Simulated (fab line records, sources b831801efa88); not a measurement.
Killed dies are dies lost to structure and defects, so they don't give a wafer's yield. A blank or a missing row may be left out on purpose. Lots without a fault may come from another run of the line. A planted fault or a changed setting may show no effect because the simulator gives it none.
Problem report in the 8D (eight disciplines) form, filled by code | flow sky130 | the parts of the form that need people (team, actions taken, sign-off) are left out

1. THE PROBLEM
killed_at_other at SKY_PAD_OPEN_PROBE_99 reads a mean of 52.7 on 6 wafers of 2 lots; wafers without a fault read 0.4 with a standard deviation of 0.64. That is +82 standard deviations from the usual mean.
First seen on wafer L731.3, day 48 00:52, on prober-02. The record holds 18 wafers of 6 lots with a number at this step. Rule for "out", or "out of limits": more than 4 standard deviations from the usual mean. The other wafers with a number count as sound.

2. WHAT IT IS AND WHAT IT IS NOT
question                    | is                                    | is not
which readings at this step | killed_at_other, sort_bin_3_pad_short | killed_at_M0_to_M3, killed_at_M4_up, killed_at_front_end, killed_open, killed_short, sort_bin_6_memory
which lots                  | L731, L732                            | L724, L737, L738, L739
which wafers of those lots  | all that have a number                | -
read on which tools         | prober-01, prober-02                  | -
when                        | from day 48 00:52                     | up to then (3 sound wafers); but 9 sound wafers of L737, L738, L739 came after

3. SUSPECTS, AND WHAT RULES EACH OUT
Counting: a tool at a process step up to the reading stays a suspect if it ran every lot that is out and no sound lot after the first of them.
- rie_metal-03 at SKY_CAP2M_METAL_ETCH_13 (etches TiN in Cl2/BCl3, stops on SiO2, target depth 220 nm, time 62.9 s): kept. It ran every lot that is out, first L731 (day 43 08:37), and no sound lot after that; its last sound lot up to then is L724 (day 41 11:48).
Left after counting: rie_metal-03 at SKY_CAP2M_METAL_ETCH_13.

4. THE CAUSE (what the simulator had put in)
Chamber particle source: rie_metal-03, from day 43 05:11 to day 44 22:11, at SKY_CAP2M_METAL_ETCH_13. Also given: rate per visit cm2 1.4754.
Counting left only this tool.

5. THE CHAIN OF EFFECTS, in route order
Each row: a reading whose mean over the struck wafers that have a number lies more than 3 standard deviations from the usual. Only readings for which the record gives a usual standard deviation are gone through. hours: the time from each lot's start at the first step in this table that gives one to its start at this step, as a median over the lots. sigmas: the change in usual standard deviations.
hours | step                  | reading              | usual  | on struck wafers | change | sigmas
0     | SKY_PAD_OPEN_PROBE_99 | defect_limited_yield | 82.4 % | 72.2             | -10.2  | -5.4
0     | SKY_PAD_OPEN_PROBE_99 | killed_at_other      | 0.4    | 52.7             | +52.3  | +82
0     | SKY_PAD_OPEN_PROBE_99 | killed_dies          | 86     | 137              | +51    | +5.6
0     | SKY_PAD_OPEN_PROBE_99 | sort_bin_3_pad_short | 0.9 %  | 4.2              | +3.3   | +7.9
0     | SKY_PAD_OPEN_PROBE_99 | sort_bin_5_function  | 10.4 % | 16.3             | +5.9   | +3.9
0     | SKY_PAD_OPEN_PROBE_99 | sort_n_pass          | 406    | 355              | -51    | -5.6
0     | SKY_PAD_OPEN_PROBE_99 | sort_yield_pct       | 82.4 % | 72.2             | -10.2  | -5.4
The process steps in it:
- SKY_PAD_OPEN_PROBE_99

6. WHAT WOULD HAVE CAUGHT IT SOONER
In this record the first reading out of limits was taken at day 48 00:52, 116 hours after the fault began at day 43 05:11.
Of the tool readings at SKY_CAP2M_METAL_ETCH_13 for which the record gives a usual standard deviation, none was out on any struck wafer, so an alarm limit of 4 standard deviations on them would not have fired.
All the lots that are out (2) had begun SKY_CAP2M_METAL_ETCH_13 on rie_metal-03 by day 48 00:52. A hold on the tool at that time would have spared none of them.
